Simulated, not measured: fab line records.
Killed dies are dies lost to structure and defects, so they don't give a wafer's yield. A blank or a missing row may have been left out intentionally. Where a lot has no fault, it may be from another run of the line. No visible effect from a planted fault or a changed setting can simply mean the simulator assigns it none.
Check of tool commonality	flow sky130	14 lots, 42 wafers sampled

## WHAT PROMPTED THE OPENING
SKY_VIA3_THK_MEAS_01, reading VIA3_HDPCVD_THK: flagged on 2 of 14 lots. Wafers without a fault read 1630 nm, standard deviation 18.
Rule: a lot is flagged when every wafer of it that has a number lies more than 4 standard deviations from that mean, or none has a number. All remaining lots are regarded as sound.

lot	measured	on	VIA3_HDPCVD_THK (nm), wafer by wafer	flag
L409	day 39 03:41	filmMetro-01	1641 1600 1630	
L410	day 39 05:28	filmMetro-03	1617 1662 1623	
L412	day 40 02:08	filmMetro-01	1647 1652 1653	
L414	day 40 07:38	filmMetro-03	1632 1593 1601	
L416	day 40 18:59	filmMetro-03	1632 1625 1638	
L415	day 40 20:59	filmMetro-01	1641 1616 1643	
L417	day 41 06:19	filmMetro-01	1638 1617 1613	
L419	day 41 22:42	filmMetro-01	1646 1643 1647	
L422	day 42 14:20	filmMetro-01	1641 1629 1647	
L423	day 42 21:46	filmMetro-02	1609 1625 1653	
L424	day 43 02:47	filmMetro-01	1097 1076 1061	FLAGGED
L426	day 43 13:33	filmMetro-01	1061 1068 1027	FLAGGED
L429	day 44 06:45	filmMetro-03	1643 1656 1626	
L432	day 45 05:21	filmMetro-02	1640 1651 1636	
The mean of the flagged lots' numbers is 1065 nm, -565 nm from the usual (-31 standard deviations).

## WHICH TOOL RAN EACH LOT
Before the reading, the record contains 3 process steps out of a 708-step route. In each cell: the tool, then ch and the chambers that the sampled wafers went through, then the start.
lot	flag	SKY_METAL2_ETCH_18	SKY_CAPM_CVD_00	SKY_VIA3_HDPCVD_00
L409		rieMetal-03 ch 1, day 35 17:26	pecvd-04 ch 0,1, day 36 22:26	hdpcvd-01 ch 0,1,2, day 39 03:31
L410		rieMetal-04 ch 0,1, day 35 19:28	pecvd-01 ch 1,2, day 37 00:42	hdpcvd-01 ch 0,1,2, day 39 05:17
L412		rieMetal-03 ch 0,1, day 36 17:04	pecvd-02 ch 0,1,2, day 37 22:16	hdpcvd-02 ch 1, day 40 01:53
L414		rieMetal-04 ch 0,1, day 36 23:38	pecvd-02 ch 0,1, day 38 04:22	hdpcvd-01 ch 0,1,2, day 40 07:28
L416		rieMetal-04 ch 1, day 37 11:47	pecvd-01 ch 0,1,2, day 38 16:18	hdpcvd-02 ch 0,1,2, day 40 18:49
L415		rieMetal-02 ch 0, day 37 13:44	pecvd-04 ch 1,2, day 38 18:29	hdpcvd-02 ch 0,2, day 40 20:49
L417		rieMetal-02 ch 0, day 37 22:40	pecvd-02 ch 0,2, day 39 03:08	hdpcvd-02 ch 0,1, day 41 06:09
L419		rieMetal-04 ch 0,1, day 38 16:29	pecvd-02 ch 1,2, day 39 20:46	hdpcvd-02 ch 1,2, day 41 22:32
L422		rieMetal-04 ch 0,1, day 39 09:55	pecvd-04 ch 0,1,2, day 40 13:25	hdpcvd-02 ch 0,2, day 42 14:08
L423		rieMetal-02 ch 0,1, day 39 16:26	pecvd-04 ch 0,1,2, day 40 19:58	hdpcvd-01 ch 0,1, day 42 21:35
L424	FLAGGED	rieMetal-02 ch 0, day 39 22:25	pecvd-01 ch 0,1, day 41 02:06	hdpcvd-02 ch 0,1,2, day 43 02:37
L426	FLAGGED	rieMetal-04 ch 1, day 40 08:41	pecvd-04 ch 0,1,2, day 41 12:22	hdpcvd-02 ch 0,1, day 43 13:22
L429		rieMetal-02 ch 0,1, day 41 04:31	pecvd-01 ch 0,1, day 42 07:18	hdpcvd-01 ch 1,2, day 44 06:34
L432		rieMetal-03 ch 0,1, day 42 05:00	pecvd-04 ch 1,2, day 43 06:46	hdpcvd-01 ch 0,1, day 45 05:10
What is done by these steps:
- SKY_METAL2_ETCH_18: etches BARC in N2/H2, stops on SiO2, time 45.9 s, target depth 60 nm.
- SKY_CAPM_CVD_00: deposits SiO2, target thk 15.5 nm.
- SKY_VIA3_HDPCVD_00: deposits SiO2, target thk 1635 nm, time 272.5 s.
- SKY_VIA3_THK_MEAS_01

## FLAGGED OVER TOTAL, TOOL BY TOOL (the gauges that took the reading come last)
step	tool	lots run	flagged	share of the flagged lots	sound lots run after its first flagged lot
SKY_METAL2_ETCH_18	rieMetal-02	5	1	some	1 (L429)
SKY_METAL2_ETCH_18	rieMetal-03	3	0	none	-
SKY_METAL2_ETCH_18	rieMetal-04	6	1	some	0
SKY_CAPM_CVD_00	pecvd-01	4	1	some	1 (L429)
SKY_CAPM_CVD_00	pecvd-02	4	0	none	-
SKY_CAPM_CVD_00	pecvd-04	6	1	some	1 (L432)
SKY_VIA3_HDPCVD_00	hdpcvd-01	6	0	none	-
SKY_VIA3_HDPCVD_00	hdpcvd-02	8	2	all	0
SKY_VIA3_THK_MEAS_01	filmMetro-01	8	2	all	0
SKY_VIA3_THK_MEAS_01	filmMetro-02	2	0	none	-
SKY_VIA3_THK_MEAS_01	filmMetro-03	4	0	none	-

## WHAT THE TABLE ALLOWS
2 rows of the table ran every flagged lot: hdpcvd-02 at SKY_VIA3_HDPCVD_00, filmMetro-01 at SKY_VIA3_THK_MEAS_01.
- hdpcvd-02 at SKY_VIA3_HDPCVD_00: 2 of its 8 lots flagged. Last sound lot L422 at day 42 14:08, first flagged lot L424 at day 43 02:37; a fault beginning in between fits.
- filmMetro-01 at SKY_VIA3_THK_MEAS_01: 2 of its 8 lots flagged. Last sound lot L422 at day 42 14:20, first flagged lot L424 at day 43 02:47; a fault beginning in between fits.
Because each of these 2 tools fits a fault that began at some hour, counting lots does not separate them. More lots, or a look at what each step does to the wafer, might.

## WHAT HAD BEEN PUT IN BY THE SIMULATOR
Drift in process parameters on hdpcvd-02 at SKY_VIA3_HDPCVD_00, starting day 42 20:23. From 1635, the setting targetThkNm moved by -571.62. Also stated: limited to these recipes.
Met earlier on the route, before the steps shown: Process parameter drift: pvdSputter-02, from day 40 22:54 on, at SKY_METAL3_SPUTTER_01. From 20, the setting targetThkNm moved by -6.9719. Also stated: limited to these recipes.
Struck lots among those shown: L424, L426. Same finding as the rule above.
